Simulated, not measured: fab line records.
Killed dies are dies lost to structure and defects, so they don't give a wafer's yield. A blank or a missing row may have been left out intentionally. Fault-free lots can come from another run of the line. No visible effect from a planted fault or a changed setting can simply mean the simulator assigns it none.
Matching of chambers / flow gf180mcu / GF_V3_ETCH_16 on rie diel-01 has 4 sister chambers
The step etches BARC in N2/H2. 22 wafers are shown with their chamber, then 11 later ones without.

== WAFERS WITH THEIR CHAMBER ==
wafer=L074.1; chamber=2; throttle valve pct (%)=13.204; oes product au (a.u.)=0.859
wafer=L074.2; chamber=0; throttle valve pct (%)=13.231; oes product au (a.u.)=0.861
wafer=L074.3; chamber=3; throttle valve pct (%)=13.218; oes product au (a.u.)=0.854
wafer=L074.4; chamber=1; throttle valve pct (%)=13.233; oes product au (a.u.)=0.848
wafer=L074.5; chamber=1; throttle valve pct (%)=13.219; oes product au (a.u.)=0.851
wafer=L074.6; chamber=2; throttle valve pct (%)=13.210; oes product au (a.u.)=0.850
wafer=L075.2; chamber=0; throttle valve pct (%)=13.224; oes product au (a.u.)=0.857
wafer=L075.5; chamber=0; throttle valve pct (%)=13.237; oes product au (a.u.)=0.861
wafer=L075.6; chamber=1; throttle valve pct (%)=13.216; oes product au (a.u.)=0.859
wafer=L076.3; chamber=3; throttle valve pct (%)=13.212; oes product au (a.u.)=0.850
wafer=L076.4; chamber=1; throttle valve pct (%)=13.227; oes product au (a.u.)=0.865
wafer=L076.6; chamber=3; throttle valve pct (%)=13.227; oes product au (a.u.)=0.853
wafer=L078.1; chamber=0; throttle valve pct (%)=13.239; oes product au (a.u.)=0.857
wafer=L078.2; chamber=3; throttle valve pct (%)=13.229; oes product au (a.u.)=0.845
wafer=L078.3; chamber=2; throttle valve pct (%)=13.228; oes product au (a.u.)=0.845
wafer=L078.4; chamber=1; throttle valve pct (%)=13.226; oes product au (a.u.)=0.853
wafer=L078.5; chamber=3; throttle valve pct (%)=13.213; oes product au (a.u.)=0.849
wafer=L078.6; chamber=0; throttle valve pct (%)=13.214; oes product au (a.u.)=0.845
wafer=L083.3; chamber=1; throttle valve pct (%)=13.219; oes product au (a.u.)=0.854
wafer=L083.4; chamber=3; throttle valve pct (%)=13.224; oes product au (a.u.)=0.867
wafer=L083.6; chamber=2; throttle valve pct (%)=13.220; oes product au (a.u.)=0.855
wafer=L084.2; chamber=1; throttle valve pct (%)=13.224; oes product au (a.u.)=0.847

SIGNATURES (means of the wafers above)
reading=throttle valve pct; chamber 0=13.22900; chamber 1=13.22343; chamber 2=13.21550; chamber 3=13.22050; scatter within a chamber=0.00825
reading=oes product au; chamber 0=0.85620; chamber 1=0.85386; chamber 2=0.85225; chamber 3=0.85300; scatter within a chamber=0.00671
Rule: a wafer lies at a distance from a chamber equal to the root of the sum of squares, over the readings, of (its reading less the chamber's mean, divided by the reading's scatter). The wafer belongs to the nearest chamber; if the next one is less than 2 further off, it can't be placed. The scatter is the square root of a quotient: the sum, over the shown wafers, of each reading's squared deviation from its chamber's mean, divided by wafers minus chambers.

== WAFERS MISSING THEIR CHAMBER ==
wafer=L084.4; throttle valve pct (%)=13.220; oes product au (a.u.)=0.852
wafer=L084.5; throttle valve pct (%)=13.220; oes product au (a.u.)=0.857
wafer=L094.1; throttle valve pct (%)=13.224; oes product au (a.u.)=0.851
wafer=L094.2; throttle valve pct (%)=13.223; oes product au (a.u.)=0.848
wafer=L094.3; throttle valve pct (%)=13.219; oes product au (a.u.)=0.858
wafer=L094.4; throttle valve pct (%)=13.214; oes product au (a.u.)=0.857
wafer=L094.5; throttle valve pct (%)=13.230; oes product au (a.u.)=0.856
wafer=L094.6; throttle valve pct (%)=13.222; oes product au (a.u.)=0.853
wafer=L097.2; throttle valve pct (%)=13.237; oes product au (a.u.)=0.847
wafer=L097.3; throttle valve pct (%)=13.219; oes product au (a.u.)=0.855
wafer=L097.6; throttle valve pct (%)=13.213; oes product au (a.u.)=0.853

== WHICH CHAMBER EACH WENT THROUGH ==
wafer=L084.4; from the rows above=can't be placed: 3 or 1 or 2 or 0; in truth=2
wafer=L084.5; from the rows above=can't be placed: 3 or 1 or 2 or 0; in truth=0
wafer=L094.1; from the rows above=can't be placed: 1 or 3 or 0 or 2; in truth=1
wafer=L094.2; from the rows above=can't be placed: 3 or 1 or 2 or 0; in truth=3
wafer=L094.3; from the rows above=can't be placed: 3 or 1 or 2 or 0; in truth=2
wafer=L094.4; from the rows above=can't be placed: 2 or 3 or 1 or 0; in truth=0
wafer=L094.5; from the rows above=can't be placed: 0 or 1 or 3 or 2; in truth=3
wafer=L094.6; from the rows above=can't be placed: 3 or 1 or 2 or 0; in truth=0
wafer=L097.2; from the rows above=can't be placed: 0 or 1 or 3 or 2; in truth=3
wafer=L097.3; from the rows above=can't be placed: 3 or 1 or 2 or 0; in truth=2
wafer=L097.6; from the rows above=can't be placed: 2 or 3 or 1 or 0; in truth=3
Correct placement for 0 of the 11. From these rows, 11 cannot be placed; in 11 the true chamber is one of the candidates. 0 placed wrongly.
